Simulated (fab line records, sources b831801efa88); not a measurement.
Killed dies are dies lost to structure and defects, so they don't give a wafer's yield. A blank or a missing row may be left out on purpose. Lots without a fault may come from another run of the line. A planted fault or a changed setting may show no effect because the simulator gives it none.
Which tool did it? | flow gf180mcu | 6 lots, 18 wafers sampled, at 1 step of a route of 602

WHAT THE GAUGES READ, wafer by wafer
GF_CONTACT_THK_MEAS_03.
lot  | measured     | on            | CONTACT_CVD_02_THK (nm)
L661 | day 15 23:59 | film_metro-03 | 849 856 839
L665 | day 17 06:37 | film_metro-02 | 861 854 854
L675 | day 21 00:31 | film_metro-02 | 848 842 857
L676 | day 21 09:10 | film_metro-01 | 842 857 863
L678 | day 21 22:40 | film_metro-01 | 854 847 866
L680 | day 22 16:16 | film_metro-02 | 849 840 869

WHICH TOOL RAN EACH LOT (tool, then ch and the chambers of the sampled wafers, then the start)
The record holds no process step before these readings.

THE ANSWER, worked out from the rows above alone
Rule: what is usual is taken from the lots themselves. Put in order of their means at a reading, lots are off if they are a third of the lots or fewer, leave a main group of 4 or more, and stand apart from it by a gap of 3 or more times the standard deviation of the main group's means; of several such gaps the widest counts. A main group whose means are all the same, to the digits that the tables above print for the reading, isn't used. A lot without any number at a reading at which 4 lots or more have one is off too. The other lots that the step has rows for count as sound.
No lot is off at any reading shown: from this, nothing can be told.

WHAT THE SIMULATOR HAD PUT IN
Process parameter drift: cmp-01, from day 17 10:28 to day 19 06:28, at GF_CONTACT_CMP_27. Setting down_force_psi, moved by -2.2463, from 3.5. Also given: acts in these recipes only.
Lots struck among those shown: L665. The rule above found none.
